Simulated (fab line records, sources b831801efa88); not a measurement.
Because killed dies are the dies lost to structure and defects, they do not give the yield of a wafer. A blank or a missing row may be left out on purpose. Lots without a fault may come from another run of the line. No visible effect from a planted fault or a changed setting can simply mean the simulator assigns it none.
Problem report in the 8D (eight disciplines) form, filled by code -- flow gf180mcu -- the parts of the form that need people (team, actions taken, sign-off) are left out

1. THE ISSUE
Wafers without a fault read 0.859 a.u., standard deviation 0.004; oes-product-au at GF_V5_ETCH_17 reads a mean of 0.760 a.u. on 2 wafers belonging to 2 lots. Measured from the usual mean, that is -25 standard deviations.
The step: etches SiO2 in C4F8/O2/Ar, stops on TiN, target depth 855 nm.
The step gives no start for some of these wafers. At this step, 36 wafers from 12 lots have a number in the record. Rule for "out" (also "out of limits"): further than 4 standard deviations from the usual mean. The rest of the wafers with a number are treated as sound.

2. WHAT IT IS, AND WHAT IT ISN'T
question,is,is not
which readings at this step,oes-product-au,-
which lots,"L558, L561","L541, L542, L543, L544, L549, L550, L551, L552, L553, L554"
which wafers of those lots,"L558.6, L561.3","L558.3, L558.4, L561.1, L561.6"
read on which tools,"rie-diel-01, rie-diel-02",rie-diel-03

3. THE SUSPECTS, EACH WITH WHAT RULES IT OUT
Counting: a tool at a process step up to the reading stays a suspect if it ran every lot that is out. Sound lots after the first of them don't rule it out here, since some wafers of a struck lot are sound.
- cmp-01 at GF_V5_CMP_04 (polishes SiO2): kept. Ran every lot that is out, first one L558 (day 31 16:43); last sound lot up to then L554 (day 30 22:02).
- In cmp-01 at GF_V5_CMP_04, the wafers that are out were processed in chamber 2 and their sound lot-mates in chambers 0, 1, 3.
Left after counting: cmp-01 at GF_V5_CMP_04.

4. THE CAUSE (what the simulator had put in)
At GF_V5_CMP_04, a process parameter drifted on cmp-01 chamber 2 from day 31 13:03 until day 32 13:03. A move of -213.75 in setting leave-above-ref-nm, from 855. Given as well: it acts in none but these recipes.
After counting, this tool was the only one left.

5. THE CHAIN OF EFFECTS, in route order
Rows list readings where the struck wafers' mean (over those with a number) sits beyond 3 standard deviations from the usual. Scope: only readings with a usual standard deviation given in the record; hours: median across lots of the time from each lot's start at the first step in this table that gives one to its start at this step; sigmas: change in usual standard deviations.
hours,step,reading,usual,on struck wafers,change,sigmas
-,GF_V5_ETCH_17,oes-product-au,0.859 a.u.,0.760,-0.099,-25
It contains these process steps:
- GF_V5_ETCH_17: etches SiO2 in C4F8/O2/Ar, stops on TiN, target depth 855 nm.

6. HOW IT WOULD HAVE BEEN CAUGHT EARLIER
Tool readings at GF_V5_CMP_04 with a usual standard deviation given in the record: none out on any struck wafer, hence no alarm at a limit of 4 standard deviations on them.
